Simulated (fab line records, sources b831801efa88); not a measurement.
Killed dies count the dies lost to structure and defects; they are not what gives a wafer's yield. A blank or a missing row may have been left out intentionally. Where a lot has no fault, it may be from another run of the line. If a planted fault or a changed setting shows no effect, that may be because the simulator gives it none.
Matching of chambers | flow gf180mcu | GF_CONTACT_CVD_00 on hdpcvd-02 has 3 sister chambers
The step deposits SiO2, target thk 300 nm, time 50 s. 14 wafers are shown with their chamber, then 7 later ones without.

## WAFERS, EACH WITH ITS CHAMBER
wafer  | chamber | sih4-flow-sccm (sccm)
L445.2 | 2       | 60.22
L445.3 | 1       | 60.03
L445.5 | 1       | 59.82
L446.1 | 2       | 59.96
L446.2 | 1       | 59.88
L446.3 | 0       | 59.97
L447.2 | 0       | 60.10
L447.5 | 0       | 59.71
L447.6 | 1       | 60.19
L451.2 | 1       | 59.96
L451.3 | 0       | 59.73
L451.4 | 2       | 60.16
L458.1 | 2       | 59.79
L458.3 | 0       | 60.24

SIGNATURES (means of the wafers above)
reading        | chamber 0 | chamber 1 | chamber 2 | scatter within a chamber
sih4-flow-sccm | 59.9500   | 59.9760   | 60.0325   | 0.193
Rule: distance of a wafer from a chamber = root of the sum over the readings of ((wafer's reading minus chamber's mean) / reading's scatter) squared. The wafer belongs to the nearest chamber; if the next one is less than 2 further off, it can't be placed. The scatter is the square root of a quotient: the sum, over the shown wafers, of each reading's squared deviation from its chamber's mean, divided by wafers minus chambers.

## WAFERS WHOSE CHAMBER IS MISSING
wafer  | sih4-flow-sccm (sccm)
L458.4 | 60.09
L467.1 | 60.12
L467.3 | 60.06
L467.6 | 59.89
L468.1 | 60.52
L468.2 | 60.14
L468.3 | 59.69

## EACH ONE'S CHAMBER
wafer  | from the rows above          | in truth
L458.4 | can't be placed: 2 or 1 or 0 | 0
L467.1 | can't be placed: 2 or 1 or 0 | 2
L467.3 | can't be placed: 2 or 1 or 0 | 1
L467.6 | can't be placed: 0 or 1 or 2 | 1
L468.1 | can't be placed: 2 or 1 or 0 | 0
L468.2 | can't be placed: 2 or 1 or 0 | 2
L468.3 | can't be placed: 0 or 1 or 2 | 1
Placed correctly: 0 of 7. Cannot be placed on the basis of these rows: 7; the candidates contain the true chamber in 7. Wrongly placed: 0.
